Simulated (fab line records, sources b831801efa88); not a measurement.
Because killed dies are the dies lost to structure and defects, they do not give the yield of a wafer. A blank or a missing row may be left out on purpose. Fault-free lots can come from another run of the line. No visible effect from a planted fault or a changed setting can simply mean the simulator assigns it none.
fab line records / flow gf180mcu
record: lots: 6 wafers: 18 last_day: 34
route steps=602 shown V1@361 M2@362
lots that met no fault: from a run of the same line without faults
start_h: hours from the record's opening day to when the first of the lot's shown wafers began / wait_h: hours elapsed since this lot's preceding step / " unchanged from the row above / L1.1+2: a single row standing in for several wafers / - either no value or no given start / * or withheld: withheld / < > ~ a bound
route shown NAME@n: a module of which the file shows steps, and the number in the route of the first / usual: mean/standard deviation of fault-free wafers / same: alike in all rows / chamber/n: place in a boat / sites: the reading at each site / _std_site: the values' standard deviation / _edge_site: mean of outer sites minus mean of inner sites / radius_mm: how far each site lies from the wafer's centre / mask NAME#n: copy n / behind: the tool/chamber that last shaped the wafer / hold: why the lot was held/for how many hours/how that ended / device: the n, p or np transistor that did not switch / end of line: the route-end tests of the same wafers / a step given without rows: its recipe and nothing more / killed: not the wafer's yield, but the dies lost to structure and defects at the first sort / map: shows each die of a wafer: x if killed, . if not, _ if none is there
set.NAME: the setting as run; set.NAME@STEP: as run at that earlier step / model.NAME: the simulator's own value behind a step, which no gauge read
lots at selected steps of the route; one table per step, one row per wafer
services: the hour from which a tool's chamber was out of use, counted from the record's first day as start_h (under 0 if before that day), plus the number of hours and why
== steps ==
step: GF_V1_CMP_26
recipe: stop_on: SiO2 down_force_psi: 3.5 platen_rpm: 60 t_overpolish_s: 15 target_thk_nm: 0 pad_velocity_m_s: 0.94248
usual: motor_current_A: 11.7/0.9 overpolish_run_s: 15.000/0.0085 time_to_endpoint_s: 83/3.1
lot.wafer=L230.2 tool=cmp-01 chamber=3 start_h=439.32 wait_h=0.0 motor_current_A=12.0 overpolish_run_s=15.000 time_to_endpoint_s=85
lot.wafer=L230.3 tool=cmp-01 chamber=0 start_h=439.32 wait_h=0.0 motor_current_A=11.3 overpolish_run_s=14.990 time_to_endpoint_s=83
lot.wafer=L230.5 tool=cmp-01 chamber=3 start_h=439.32 wait_h=0.0 motor_current_A=12.1 overpolish_run_s=15.009 time_to_endpoint_s=90
lot.wafer=L233.4 tool=cmp-01 chamber=1 start_h=476.04 wait_h=0.1 motor_current_A=12.9 overpolish_run_s=15.013 time_to_endpoint_s=82
lot.wafer=L233.6 tool=cmp-01 chamber=0 start_h=476.04 wait_h=0.1 motor_current_A=11.1 overpolish_run_s=14.991 time_to_endpoint_s=85
lot.wafer=L233.5 tool=cmp-01 chamber=1 start_h=476.04 wait_h=0.1 motor_current_A=13.3 overpolish_run_s=14.992 time_to_endpoint_s=84
lot.wafer=L235.4 tool=cmp-01 chamber=0 start_h=478.44 wait_h=0.1 motor_current_A=11.4 overpolish_run_s=15.002 time_to_endpoint_s=84
lot.wafer=L235.1 tool=cmp-01 chamber=2 start_h=478.44 wait_h=0.1 motor_current_A=12.3 overpolish_run_s=14.989 time_to_endpoint_s=85
lot.wafer=L235.6 tool=cmp-01 chamber=0 start_h=478.44 wait_h=0.1 motor_current_A=11.3 overpolish_run_s=15.001 time_to_endpoint_s=85
lot.wafer=L236.4 tool=cmp-02 chamber=0 start_h=493.61 wait_h=0.0 motor_current_A=10.7 overpolish_run_s=14.994 time_to_endpoint_s=82
lot.wafer=L236.2 tool=cmp-02 chamber=3 start_h=493.61 wait_h=0.0 motor_current_A=11.1 overpolish_run_s=14.987 time_to_endpoint_s=84
lot.wafer=L236.6 tool=cmp-02 chamber=1 start_h=493.61 wait_h=0.0 motor_current_A=10.8 overpolish_run_s=14.979 time_to_endpoint_s=89
lot.wafer=L248.3 tool=cmp-02 chamber=1 start_h=587.78 wait_h=0.0 motor_current_A=10.4 overpolish_run_s=15.013 time_to_endpoint_s=85
lot.wafer=L248.6 tool=cmp-02 chamber=1 start_h=587.78 wait_h=0.0 motor_current_A=10.4 overpolish_run_s=15.002 time_to_endpoint_s=82
lot.wafer=L248.5 tool=cmp-02 chamber=2 start_h=587.78 wait_h=0.0 motor_current_A=11.6 overpolish_run_s=15.013 time_to_endpoint_s=78
lot.wafer=L250.4 tool=cmp-01 chamber=3 start_h=611.17 wait_h=0.0 motor_current_A=12.4 overpolish_run_s=14.990 time_to_endpoint_s=80
lot.wafer=L250.6 tool=cmp-01 chamber=3 start_h=611.17 wait_h=0.0 motor_current_A=12.9 overpolish_run_s=15.012 time_to_endpoint_s=83
lot.wafer=L250.5 tool=cmp-01 chamber=0 start_h=611.17 wait_h=0.0 motor_current_A=11.4 overpolish_run_s=14.985 time_to_endpoint_s=80
step: GF_M2_SPUTTER_00
recipe: material: Ti target_thk_nm: 37.5 arriving_ion_energy_ev: 80 substrate_temp_c: 200 chamber_pressure_pa: 2 power_w: 4000 time_s: 150
step: GF_M2_SPUTTER_01
recipe: material: TiN target_thk_nm: 30 power_w: 6500 time_s: 25 chamber_pressure_pa: 0.4
usual: throttle_valve_pct: 29.9/1
lot.wafer=L230.2 tool=pvd_sputter-04 chamber=- start_h=439.72 wait_h=0.1 throttle_valve_pct=29.3
lot.wafer=L230.3 tool=pvd_sputter-04 chamber=- start_h=439.72 wait_h=0.1 throttle_valve_pct=28.9
lot.wafer=L230.5 tool=pvd_sputter-04 chamber=- start_h=439.72 wait_h=0.1 throttle_valve_pct=31.0
lot.wafer=L233.4 tool=pvd_sputter-02 chamber=- start_h=476.40 wait_h=0.1 throttle_valve_pct=30.4
lot.wafer=L233.5 tool=pvd_sputter-02 chamber=- start_h=476.40 wait_h=0.1 throttle_valve_pct=30.3
lot.wafer=L233.6 tool=pvd_sputter-02 chamber=- start_h=476.40 wait_h=0.1 throttle_valve_pct=29.1
lot.wafer=L235.1 tool=pvd_sputter-04 chamber=- start_h=478.79 wait_h=0.1 throttle_valve_pct=31.7
lot.wafer=L235.4 tool=pvd_sputter-04 chamber=- start_h=478.79 wait_h=0.1 throttle_valve_pct=29.3
lot.wafer=L235.6 tool=pvd_sputter-04 chamber=- start_h=478.79 wait_h=0.1 throttle_valve_pct=29.3
lot.wafer=L236.2 tool=pvd_sputter-04 chamber=- start_h=494.01 wait_h=0.1 throttle_valve_pct=28.9
lot.wafer=L236.4 tool=pvd_sputter-04 chamber=- start_h=494.01 wait_h=0.1 throttle_valve_pct=31.6
lot.wafer=L236.6 tool=pvd_sputter-04 chamber=- start_h=494.01 wait_h=0.1 throttle_valve_pct=29.3
lot.wafer=L248.3 tool=pvd_sputter-03 chamber=- start_h=588.18 wait_h=0.1 throttle_valve_pct=30.1
lot.wafer=L248.5 tool=pvd_sputter-03 chamber=- start_h=588.18 wait_h=0.1 throttle_valve_pct=31.9
lot.wafer=L248.6 tool=pvd_sputter-03 chamber=- start_h=588.18 wait_h=0.1 throttle_valve_pct=29.9
lot.wafer=L250.4 tool=pvd_sputter-03 chamber=- start_h=611.57 wait_h=0.1 throttle_valve_pct=29.8
lot.wafer=L250.5 tool=pvd_sputter-03 chamber=- start_h=611.57 wait_h=0.1 throttle_valve_pct=29.8
lot.wafer=L250.6 tool=pvd_sputter-03 chamber=- start_h=611.57 wait_h=0.1 throttle_valve_pct=30.1
step: GF_M2_SPUTTER_02
recipe: material: AlCu target_thk_nm: 450 power_w: 10600 time_s: 23.9 chamber_pressure_pa: 0.4
usual: throttle_valve_pct: 29.9/1
lot.wafer=L230.2 tool=pvd_sputter-04 chamber=- start_h=439.75 wait_h=0.0 throttle_valve_pct=29.6
lot.wafer=L230.3 tool=pvd_sputter-04 chamber=- start_h=439.75 wait_h=0.0 throttle_valve_pct=29.3
lot.wafer=L230.5 tool=pvd_sputter-04 chamber=- start_h=439.75 wait_h=0.0 throttle_valve_pct=30.9
lot.wafer=L233.4 tool=pvd_sputter-02 chamber=- start_h=476.43 wait_h=0.0 throttle_valve_pct=30.3
lot.wafer=L233.5 tool=pvd_sputter-02 chamber=- start_h=476.43 wait_h=0.0 throttle_valve_pct=30.2
lot.wafer=L233.6 tool=pvd_sputter-02 chamber=- start_h=476.43 wait_h=0.0 throttle_valve_pct=29.2
lot.wafer=L235.1 tool=pvd_sputter-04 chamber=- start_h=478.82 wait_h=0.0 throttle_valve_pct=31.7
lot.wafer=L235.4 tool=pvd_sputter-04 chamber=- start_h=478.82 wait_h=0.0 throttle_valve_pct=29.4
lot.wafer=L235.6 tool=pvd_sputter-04 chamber=- start_h=478.82 wait_h=0.0 throttle_valve_pct=29.2
lot.wafer=L236.2 tool=pvd_sputter-04 chamber=- start_h=494.04 wait_h=0.0 throttle_valve_pct=29.4
lot.wafer=L236.4 tool=pvd_sputter-04 chamber=- start_h=494.04 wait_h=0.0 throttle_valve_pct=31.6
lot.wafer=L236.6 tool=pvd_sputter-04 chamber=- start_h=494.04 wait_h=0.0 throttle_valve_pct=29.3
lot.wafer=L248.3 tool=pvd_sputter-03 chamber=- start_h=588.21 wait_h=0.0 throttle_valve_pct=30.0
lot.wafer=L248.5 tool=pvd_sputter-03 chamber=- start_h=588.21 wait_h=0.0 throttle_valve_pct=31.9
lot.wafer=L248.6 tool=pvd_sputter-03 chamber=- start_h=588.21 wait_h=0.0 throttle_valve_pct=29.7
lot.wafer=L250.4 tool=pvd_sputter-03 chamber=- start_h=611.60 wait_h=0.0 throttle_valve_pct=30.1
lot.wafer=L250.5 tool=pvd_sputter-03 chamber=- start_h=611.60 wait_h=0.0 throttle_valve_pct=29.9
lot.wafer=L250.6 tool=pvd_sputter-03 chamber=- start_h=611.60 wait_h=0.0 throttle_valve_pct=29.8
step: GF_M2_SPUTTER_03
recipe: material: Ti target_thk_nm: 10 substrate_temp_c: 300 chamber_pressure_pa: 0.3 power_w: 3000 time_s: 6.7
usual: throttle_valve_pct: 29.9/1
lot.wafer=L230.2 tool=pvd_sputter-04 chamber=- start_h=439.78 wait_h=0.0 throttle_valve_pct=29.2
lot.wafer=L230.3 tool=pvd_sputter-04 chamber=- start_h=439.78 wait_h=0.0 throttle_valve_pct=29.3
lot.wafer=L230.5 tool=pvd_sputter-04 chamber=- start_h=439.78 wait_h=0.0 throttle_valve_pct=30.9
lot.wafer=L233.4 tool=pvd_sputter-02 chamber=- start_h=476.47 wait_h=0.0 throttle_valve_pct=30.6
lot.wafer=L233.5 tool=pvd_sputter-02 chamber=- start_h=476.47 wait_h=0.0 throttle_valve_pct=30.3
lot.wafer=L233.6 tool=pvd_sputter-02 chamber=- start_h=476.47 wait_h=0.0 throttle_valve_pct=29.0
lot.wafer=L235.1 tool=pvd_sputter-04 chamber=- start_h=478.85 wait_h=0.0 throttle_valve_pct=31.4
lot.wafer=L235.4 tool=pvd_sputter-04 chamber=- start_h=478.85 wait_h=0.0 throttle_valve_pct=29.2
lot.wafer=L235.6 tool=pvd_sputter-04 chamber=- start_h=478.85 wait_h=0.0 throttle_valve_pct=29.2
lot.wafer=L236.2 tool=pvd_sputter-04 chamber=- start_h=494.07 wait_h=0.0 throttle_valve_pct=29.3
lot.wafer=L236.4 tool=pvd_sputter-04 chamber=- start_h=494.07 wait_h=0.0 throttle_valve_pct=31.6
lot.wafer=L236.6 tool=pvd_sputter-04 chamber=- start_h=494.07 wait_h=0.0 throttle_valve_pct=29.3
lot.wafer=L248.3 tool=pvd_sputter-03 chamber=- start_h=588.24 wait_h=0.0 throttle_valve_pct=30.1
lot.wafer=L248.5 tool=pvd_sputter-03 chamber=- start_h=588.24 wait_h=0.0 throttle_valve_pct=31.9
lot.wafer=L248.6 tool=pvd_sputter-03 chamber=- start_h=588.24 wait_h=0.0 throttle_valve_pct=30.1
lot.wafer=L250.4 tool=pvd_sputter-03 chamber=- start_h=611.63 wait_h=0.0 throttle_valve_pct=29.9
lot.wafer=L250.5 tool=pvd_sputter-03 chamber=- start_h=611.63 wait_h=0.0 throttle_valve_pct=30.0
lot.wafer=L250.6 tool=pvd_sputter-03 chamber=- start_h=611.63 wait_h=0.0 throttle_valve_pct=29.7
step: GF_M2_SPUTTER_04
recipe: material: TiN target_thk_nm: 50 power_w: 6500 time_s: 41.7 chamber_pressure_pa: 0.4
usual: throttle_valve_pct: 29.9/1
lot.wafer=L230.2 tool=pvd_sputter-04 chamber=- start_h=439.80 wait_h=0.0 throttle_valve_pct=29.3
lot.wafer=L230.3 tool=pvd_sputter-04 chamber=- start_h=439.80 wait_h=0.0 throttle_valve_pct=28.9
lot.wafer=L230.5 tool=pvd_sputter-04 chamber=- start_h=439.80 wait_h=0.0 throttle_valve_pct=31.1
lot.wafer=L233.4 tool=pvd_sputter-02 chamber=- start_h=476.49 wait_h=0.0 throttle_valve_pct=30.4
lot.wafer=L233.5 tool=pvd_sputter-02 chamber=- start_h=476.49 wait_h=0.0 throttle_valve_pct=29.9
lot.wafer=L233.6 tool=pvd_sputter-02 chamber=- start_h=476.49 wait_h=0.0 throttle_valve_pct=29.1
lot.wafer=L235.1 tool=pvd_sputter-04 chamber=- start_h=478.88 wait_h=0.0 throttle_valve_pct=31.5
lot.wafer=L235.4 tool=pvd_sputter-04 chamber=- start_h=478.88 wait_h=0.0 throttle_valve_pct=29.4
lot.wafer=L235.6 tool=pvd_sputter-04 chamber=- start_h=478.88 wait_h=0.0 throttle_valve_pct=29.3
lot.wafer=L236.2 tool=pvd_sputter-04 chamber=- start_h=494.09 wait_h=0.0 throttle_valve_pct=29.2
lot.wafer=L236.4 tool=pvd_sputter-04 chamber=- start_h=494.09 wait_h=0.0 throttle_valve_pct=31.6
lot.wafer=L236.6 tool=pvd_sputter-04 chamber=- start_h=494.09 wait_h=0.0 throttle_valve_pct=29.3
lot.wafer=L248.3 tool=pvd_sputter-03 chamber=- start_h=588.26 wait_h=0.0 throttle_valve_pct=30.0
lot.wafer=L248.5 tool=pvd_sputter-03 chamber=- start_h=588.26 wait_h=0.0 throttle_valve_pct=32.1
lot.wafer=L248.6 tool=pvd_sputter-03 chamber=- start_h=588.26 wait_h=0.0 throttle_valve_pct=29.9
lot.wafer=L250.4 tool=pvd_sputter-03 chamber=- start_h=611.65 wait_h=0.0 throttle_valve_pct=30.1
lot.wafer=L250.5 tool=pvd_sputter-03 chamber=- start_h=611.65 wait_h=0.0 throttle_valve_pct=30.3
lot.wafer=L250.6 tool=pvd_sputter-03 chamber=- start_h=611.65 wait_h=0.0 throttle_valve_pct=30.0
step: GF_M2_RS_MEAS_05
recipe: thk_meas_gauge: four-point-probe reads: TiN_of_M2_SPUTTER_04+Ti_of_M2_SPUTTER_03+AlCu_of_M2_SPUTTER_02+TiN_of_M2_SPUTTER_01+Ti_of_M2_SPUTTER_00
usual: M2_ALCU_RS: 0.0690/0.001
lot.wafer=L230.2 tool=film_metro-02 chamber=- start_h=439.86 wait_h=0.0 M2_ALCU_RS[ohm/sq]=0.0698
lot.wafer=L230.3 tool=film_metro-02 chamber=- start_h=439.86 wait_h=0.0 M2_ALCU_RS[ohm/sq]=0.0698
lot.wafer=L230.5 tool=film_metro-02 chamber=- start_h=439.86 wait_h=0.0 M2_ALCU_RS[ohm/sq]=0.0693
lot.wafer=L233.4 tool=film_metro-04 chamber=- start_h=476.59 wait_h=0.1 M2_ALCU_RS[ohm/sq]=0.0694
lot.wafer=L233.5 tool=film_metro-04 chamber=- start_h=476.59 wait_h=0.1 M2_ALCU_RS[ohm/sq]=0.0684
lot.wafer=L233.6 tool=film_metro-04 chamber=- start_h=476.59 wait_h=0.1 M2_ALCU_RS[ohm/sq]=0.0694
lot.wafer=L235.1 tool=film_metro-01 chamber=- start_h=478.92 wait_h=0.0 M2_ALCU_RS[ohm/sq]=0.0682
lot.wafer=L235.4 tool=film_metro-01 chamber=- start_h=478.92 wait_h=0.0 M2_ALCU_RS[ohm/sq]=0.0683
lot.wafer=L235.6 tool=film_metro-01 chamber=- start_h=478.92 wait_h=0.0 M2_ALCU_RS[ohm/sq]=0.0680
lot.wafer=L236.2 tool=film_metro-02 chamber=- start_h=494.15 wait_h=0.0 M2_ALCU_RS[ohm/sq]=0.0691
lot.wafer=L236.4 tool=film_metro-02 chamber=- start_h=494.15 wait_h=0.0 M2_ALCU_RS[ohm/sq]=0.0692
lot.wafer=L236.6 tool=film_metro-02 chamber=- start_h=494.15 wait_h=0.0 M2_ALCU_RS[ohm/sq]=0.0692
lot.wafer=L248.3 tool=film_metro-01 chamber=- start_h=588.34 wait_h=0.1 M2_ALCU_RS[ohm/sq]=0.0696
lot.wafer=L248.5 tool=film_metro-01 chamber=- start_h=588.34 wait_h=0.1 M2_ALCU_RS[ohm/sq]=0.0681
lot.wafer=L248.6 tool=film_metro-01 chamber=- start_h=588.34 wait_h=0.1 M2_ALCU_RS[ohm/sq]=0.0696
lot.wafer=L250.4 tool=film_metro-02 chamber=- start_h=611.75 wait_h=0.1 M2_ALCU_RS[ohm/sq]=0.0676
lot.wafer=L250.5 tool=film_metro-02 chamber=- start_h=611.75 wait_h=0.1 M2_ALCU_RS[ohm/sq]=0.0673
lot.wafer=L250.6 tool=film_metro-02 chamber=- start_h=611.75 wait_h=0.1 M2_ALCU_RS[ohm/sq]=0.0687
step: GF_M2_THK_MEAS_06
recipe: thk_meas_gauge: xrf reads: AlCu_of_M2_SPUTTER_02
usual: M2_ALCU_THK: 454/6.4
lot.wafer=L230.2 tool=film_metro-02 chamber=- start_h=439.97 wait_h=0.1 M2_ALCU_THK[nm]=449
lot.wafer=L230.3 tool=film_metro-02 chamber=- start_h=439.97 wait_h=0.1 M2_ALCU_THK[nm]=450
lot.wafer=L230.5 tool=film_metro-02 chamber=- start_h=439.97 wait_h=0.1 M2_ALCU_THK[nm]=454
lot.wafer=L233.4 tool=film_metro-04 chamber=- start_h=476.68 wait_h=0.1 M2_ALCU_THK[nm]=455
lot.wafer=L233.5 tool=film_metro-04 chamber=- start_h=476.68 wait_h=0.1 M2_ALCU_THK[nm]=461
lot.wafer=L233.6 tool=film_metro-04 chamber=- start_h=476.68 wait_h=0.1 M2_ALCU_THK[nm]=453
lot.wafer=L235.1 tool=film_metro-01 chamber=- start_h=479.04 wait_h=0.1 M2_ALCU_THK[nm]=457
lot.wafer=L235.4 tool=film_metro-01 chamber=- start_h=479.04 wait_h=0.1 M2_ALCU_THK[nm]=458
lot.wafer=L235.6 tool=film_metro-01 chamber=- start_h=479.04 wait_h=0.1 M2_ALCU_THK[nm]=457
lot.wafer=L236.2 tool=film_metro-02 chamber=- start_h=494.26 wait_h=0.1 M2_ALCU_THK[nm]=452
lot.wafer=L236.4 tool=film_metro-02 chamber=- start_h=494.26 wait_h=0.1 M2_ALCU_THK[nm]=451
lot.wafer=L236.6 tool=film_metro-02 chamber=- start_h=494.26 wait_h=0.1 M2_ALCU_THK[nm]=454
lot.wafer=L248.3 tool=film_metro-01 chamber=- start_h=588.44 wait_h=0.1 M2_ALCU_THK[nm]=448
lot.wafer=L248.5 tool=film_metro-01 chamber=- start_h=588.44 wait_h=0.1 M2_ALCU_THK[nm]=460
lot.wafer=L248.6 tool=film_metro-01 chamber=- start_h=588.44 wait_h=0.1 M2_ALCU_THK[nm]=447
lot.wafer=L250.4 tool=film_metro-02 chamber=- start_h=611.84 wait_h=0.1 M2_ALCU_THK[nm]=462
lot.wafer=L250.5 tool=film_metro-02 chamber=- start_h=611.84 wait_h=0.1 M2_ALCU_THK[nm]=464
lot.wafer=L250.6 tool=film_metro-02 chamber=- start_h=611.84 wait_h=0.1 M2_ALCU_THK[nm]=454
step: GF_M2_DEHYDRATE_07
recipe: temp_c: 200 time_s: 60
step: GF_M2_HMDS_08
recipe: prime_time_s: 60 prime_temp_c: 120
step: GF_M2_COAT_09
recipe: resist: KrF spin_rpm: withheld resist_thk_nm: 1000
step: GF_M2_SOFTBAKE_10
recipe: temp_c: 130 time_s: 60 resist: KrF
step: GF_M2_EXPOSE_11
recipe: mask_id: Metal2 target_cd_nm: 280 na: 0.68 source_shape: conventional sigma_outer: 0.6 dose_mj: 28
usual: exposure_dose_mJ_cm2: 27.956/0.028 focus_offset_nm: 0.1/0.52
lot.wafer=L230.2 tool=krf_scanner-02 chamber=0 start_h=452.38 wait_h=- mask=Metal2#0 exposure_dose_mJ_cm2=27.959 focus_offset_nm=0.2
lot.wafer=L230.3 tool=krf_scanner-02 chamber=0 start_h=452.38 wait_h=- mask=Metal2#0 exposure_dose_mJ_cm2=27.890 focus_offset_nm=-0.3
lot.wafer=L230.5 tool=krf_scanner-02 chamber=0 start_h=452.38 wait_h=- mask=Metal2#0 exposure_dose_mJ_cm2=27.895 focus_offset_nm=-0.1
lot.wafer=L233.4 tool=krf_scanner-01 chamber=- start_h=488.37 wait_h=- mask=Metal2#0 exposure_dose_mJ_cm2=- focus_offset_nm=-
lot.wafer=L233.5 tool=krf_scanner-01 chamber=- start_h=488.37 wait_h=- mask=Metal2#0 exposure_dose_mJ_cm2=- focus_offset_nm=-
lot.wafer=L233.6 tool=krf_scanner-01 chamber=- start_h=488.37 wait_h=- mask=Metal2#0 exposure_dose_mJ_cm2=- focus_offset_nm=-
lot.wafer=L235.1 tool=krf_scanner-01 chamber=- start_h=490.68 wait_h=- mask=Metal2#0 exposure_dose_mJ_cm2=- focus_offset_nm=-
lot.wafer=L235.4 tool=krf_scanner-01 chamber=- start_h=490.68 wait_h=- mask=Metal2#0 exposure_dose_mJ_cm2=- focus_offset_nm=-
lot.wafer=L235.6 tool=krf_scanner-01 chamber=- start_h=490.68 wait_h=- mask=Metal2#0 exposure_dose_mJ_cm2=- focus_offset_nm=-
lot.wafer=L236.2 tool=krf_scanner-02 chamber=0 start_h=505.96 wait_h=- mask=Metal2#0 exposure_dose_mJ_cm2=27.993 focus_offset_nm=0.3
lot.wafer=L236.4 tool=krf_scanner-02 chamber=0 start_h=505.96 wait_h=- mask=Metal2#0 exposure_dose_mJ_cm2=27.987 focus_offset_nm=-0.2
lot.wafer=L236.6 tool=krf_scanner-02 chamber=0 start_h=505.96 wait_h=- mask=Metal2#0 exposure_dose_mJ_cm2=27.971 focus_offset_nm=0.3
lot.wafer=L248.3 tool=krf_scanner-01 chamber=0 start_h=598.86 wait_h=- mask=Metal2#0 exposure_dose_mJ_cm2=27.934 focus_offset_nm=0.1
lot.wafer=L248.5 tool=krf_scanner-01 chamber=0 start_h=598.86 wait_h=- mask=Metal2#0 exposure_dose_mJ_cm2=27.968 focus_offset_nm=-0.8
lot.wafer=L248.6 tool=krf_scanner-01 chamber=0 start_h=598.86 wait_h=- mask=Metal2#0 exposure_dose_mJ_cm2=27.954 focus_offset_nm=-0.3
lot.wafer=L250.4 tool=krf_scanner-02 chamber=0 start_h=622.18 wait_h=- mask=Metal2#0 exposure_dose_mJ_cm2=27.984 focus_offset_nm=-0.9
lot.wafer=L250.5 tool=krf_scanner-02 chamber=0 start_h=622.18 wait_h=- mask=Metal2#0 exposure_dose_mJ_cm2=27.952 focus_offset_nm=-0.2
lot.wafer=L250.6 tool=krf_scanner-02 chamber=0 start_h=622.18 wait_h=- mask=Metal2#0 exposure_dose_mJ_cm2=27.939 focus_offset_nm=-0.6
step: GF_M2_PEB_12
recipe: peb_temp_c: 135 peb_time_s: 90 resist: KrF
== services ==
tool=krf_scanner-02 chamber=- start_h=440.57 hours=1.0 kind=pm
tool=pvd_sputter-03 chamber=- start_h=455.09 hours=2.2 kind=repair
tool=krf_scanner-02 chamber=- start_h=463.05 hours=0.8 kind=pm
tool=krf_scanner-01 chamber=- start_h=469.98 hours=4.4 kind=pm
tool=krf_scanner-02 chamber=- start_h=474.35 hours=3.6 kind=pm
tool=krf_scanner-02 chamber=- start_h=479.32 hours=0.5 kind=repair
tool=krf_scanner-01 chamber=- start_h=507.74 hours=1.0 kind=pm
tool=krf_scanner-02 chamber=- start_h=508.74 hours=1.3 kind=pm
tool=cmp-02 chamber=- start_h=532.90 hours=1.5 kind=repair
tool=krf_scanner-02 chamber=- start_h=540.12 hours=4.4 kind=pm
tool=krf_scanner-02 chamber=0 start_h=543.35 hours=- kind=calibration
tool=krf_scanner-02 chamber=- start_h=544.52 hours=3.0 kind=pm
tool=krf_scanner-01 chamber=- start_h=547.52 hours=1.3 kind=pm
tool=krf_scanner-01 chamber=- start_h=548.90 hours=0.8 kind=pm
tool=krf_scanner-01 chamber=0 start_h=558.06 hours=- kind=calibration
tool=cmp-02 chamber=- start_h=562.72 hours=1.0 kind=repair
tool=pvd_sputter-04 chamber=- start_h=563.51 hours=2.9 kind=repair
tool=krf_scanner-01 chamber=- start_h=570.57 hours=0.2 kind=repair
tool=cmp-01 chamber=- start_h=572.28 hours=4.0 kind=pm
tool=cmp-01 chamber=- start_h=576.28 hours=- kind=consumable_replace:conditioner
tool=cmp-01 chamber=- start_h=576.28 hours=- kind=consumable_replace:pad
tool=cmp-01 chamber=- start_h=586.77 hours=9.0 kind=pm
tool=cmp-02 chamber=- start_h=598.70 hours=0.6 kind=repair
tool=krf_scanner-02 chamber=- start_h=609.57 hours=1.0 kind=pm
== key ==
first_sign: step: GF_M2_EXPOSE_11 reading: tool_record direction: missing
effect none on later readings
met_at GF_M2_EXPOSE_11
struck_wafers L233.4,L233.5,L233.6,L235.1,L235.4,L235.6
later_rows_left_out L233.4,L233.5,L233.6,L235.1,L235.4,L235.6
sort_left_out L233.4,L233.5,L233.6,L235.1,L235.4,L235.6
fault: kind: skipped_step_whole tool: krf_scanner-01 chamber: - onset_h: 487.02 steps: GF_M2_EXPOSE_11 scope: struck_lots_only
sort_left_out: the simulated sort isn't trusted on such a fault, so these wafers' sort isn't shown, and their yield isn't known
later_rows_left_out: the simulator's readings of these wafers behind a module that went badly wrong aren't trusted and aren't shown, but for the sort
